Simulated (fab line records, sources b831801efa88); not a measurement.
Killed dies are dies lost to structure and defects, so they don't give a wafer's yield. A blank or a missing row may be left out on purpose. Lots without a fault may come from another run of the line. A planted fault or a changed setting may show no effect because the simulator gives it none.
A struck lot beside a sound one | flow sky130 | 34 steps out of a route of 708
Sound: wafers L905.1, L905.2, L905.6. Struck: wafers L914.2, L914.4, L914.5. The cause comes at the end.
At each step with rows: each side's tool, then ch and its chambers, then its first start. Under that, the readings that differ: sound wafers | struck wafers | difference of the means | sigmas: that difference in standard deviations of wafers without a fault.
alike: readings whose means differ by less than 2 such deviations, and words and numbers that are the same on both sides. not compared: withheld readings, readings that some wafer has no value for, bounds like >300 that may hide the same value, and numbers for which the record gives no deviation and whose values overlap.
The two part at a step that has a row with sigmas, a row that says differs or no value, or rows on one side only. Numbers that don't overlap but have no deviation are shown without sigmas and don't part them. A reading that every wafer of one side lacks parts them only if that side has two wafers or more.

first, 9 steps without rows for these wafers: SKY_METAL3_DESCUM_15 (chemistry O2, time 8 s); SKY_METAL3_ETCH_16 (etches BARC in N2/H2, stops on SiO2, time 88.2 s, target depth 60 nm); SKY_METAL3_ETCH_17 (etches SiO2 in C4F8/O2/Ar, stops on TiN, time 3.9 s, target depth 15 nm); SKY_METAL3_METAL_ETCH_18 (etches the open film in Cl2/BCl3, stops on SiO2, target depth 845 nm, time 183.1 s); SKY_METAL3_STRIP_19 (strips in O2/N2); SKY_METAL3_STRIP_20 (strips in post etch residue remover, time 1200 s); SKY_METAL3_CLEAN_21 (cleans in IPA, time 180 s); SKY_METAL3_CLEAN_22 (cleans in O3/DIW); SKY_VIA3_HDPCVD_00 (deposits SiO2, target thk 1635 nm, time 272.5 s).
SKY_VIA3_CMP_02: polishes SiO2.
  sound on cmp-01 ch 0,1,3, day 39 20:14; struck on cmp-02 ch 0,3, day 43 02:29
  reading             | sound          | struck         | difference | sigmas
  motor_current_A (A) | 12.8 11.2 10.8 | 15.4 14.8 15.2 | +3.5       | +3
then, 23 steps without rows for these wafers: SKY_VIA3_DEHYDRATE_04 (time 60 s); SKY_VIA3_HMDS_05 (prime time 60 s); SKY_VIA3_COAT_06 (resist thk 60 nm); SKY_VIA3_COAT_07 (resist thk 450 nm); SKY_VIA3_SOFTBAKE_08 (time 90 s); SKY_VIA3_EXPOSE_09 (exposes mask VIM3, target cd 200 nm); SKY_VIA3_PEB_10; SKY_VIA3_DEVELOP_11 (develop time 60 s); SKY_VIA3_ETCH_14 (etches BARC in N2/H2, stops on SiO2, time 45.9 s, target depth 60 nm); SKY_VIA3_ETCH_15 (etches SiO2 in C4F8/O2/Ar, stops on TiN, target depth 507 nm, time 78 s); SKY_VIA3_STRIP_16 (strips in O2/N2); SKY_VIA3_STRIP_17 (strips in post etch residue remover, time 1200 s); SKY_VIA3_CLEAN_18 (cleans in IPA, time 180 s); SKY_VIA3_CLEAN_19 (cleans in O3/DIW); SKY_VIA3_SPUTTER_20 (material TiN, target thk 20 nm, time 80 s); SKY_VIA3_CVD_21 (deposits W, target thk 390 nm, time 117.31 s); SKY_VIA3_CMP_24 (polishes, stops on SiO2, t overpolish 20 s, target thk 0 nm); SKY_METAL4_SPUTTER_00 (material Ti, target thk 15 nm, time 10 s); SKY_METAL4_SPUTTER_01 (material TiN, target thk 20 nm, time 16.7 s); SKY_METAL4_SPUTTER_02 (material AlCu, target thk 735 nm, time 39.1 s); SKY_METAL4_SPUTTER_03 (material Ti, target thk 5 nm, time 3.3 s); SKY_METAL4_SPUTTER_04 (material TiN, target thk 70 nm, time 58.3 s); SKY_CAP2M_CVD_00 (deposits SiO2, target thk 15.5 nm).
-- the record jumps here: 6 days lie between the struck wafers' starts before and after (it left off in module CAP2M and takes up again in module PAD_OPEN, whose first step shown is number 708 of the route) --
SKY_PAD_OPEN_PROBE_99:
  sound on prober-01, day 46 19:04; struck on prober-02, day 49 12:16
  reading                               | sound             | struck                                                                     | difference                   | sigmas
  hold                                  | - - -             | await_dispo/6.5h/release await_dispo/6.5h/release await_dispo/6.5h/release | no value on the sound wafers |
  defect_limited_yield (%)              | 84.6 81.3 87.4    | 63.8 56.7 62.2                                                             | -23.5                        | -12
  killed_at_M0_to_M3                    | 46 49 31          | 150 170 160                                                                | +118                         | +16
  killed_dies                           | 76 92 62          | 178 213 186                                                                | +116                         | +12
  killed_on_rim                         | 6 24 15           | 39 42 35                                                                   | +24                          | +6
  sort_bin_3_pad_short (%)              | 0.2 1.0 1.2       | 2.4 2.8 2.4                                                                | +1.7                         | +5
  sort_bin_5_function (%)               | 9.3 10.6 6.9      | 23.4 27.0 22.6                                                             | +15.4                        | +12
  sort_bin_6_memory (%)                 | 5.9 7.1 4.5       | 10.4 13.4 12.8                                                             | +6.4                         | +5
  sort_n_pass                           | 416 400 430       | 314 279 306                                                                | -116                         | -12
  sort_yield_pct (%)                    | 84.6 81.3 87.4    | 63.8 56.7 62.2                                                             | -23.5                        | -12
  model.etest.tester.sort_n_pass        | 416 400 430       | 314 279 306                                                                | -116                         |
  model.etest.tester.sort_yield_pct (%) | 84.55 81.3 87.4   | 63.82 56.71 62.2                                                           | -23.51                       |
  model.etest.tester.sort_bin_5_pct (%) | 9.35 10.57 6.911  | 23.37 27.03 22.56                                                          | +15.38                       |
  model.etest.tester.sort_bin_6_pct (%) | 5.894 7.114 4.472 | 10.37 13.41 12.8                                                           | +6.37                        |
  model.etest.tester.sort_bin_3_pct (%) | 0.2033 1.016 1.22 | 2.439 2.846 2.439                                                          | +1.762                       |
  alike: killed_at_M4_up, killed_at_contacts, killed_at_front_end, killed_at_other, killed_open, killed_short

WHERE THEY PART
First at SKY_VIA3_CMP_02; last, within this record, at SKY_PAD_OPEN_PROBE_99.

WHY: what the simulator had put in
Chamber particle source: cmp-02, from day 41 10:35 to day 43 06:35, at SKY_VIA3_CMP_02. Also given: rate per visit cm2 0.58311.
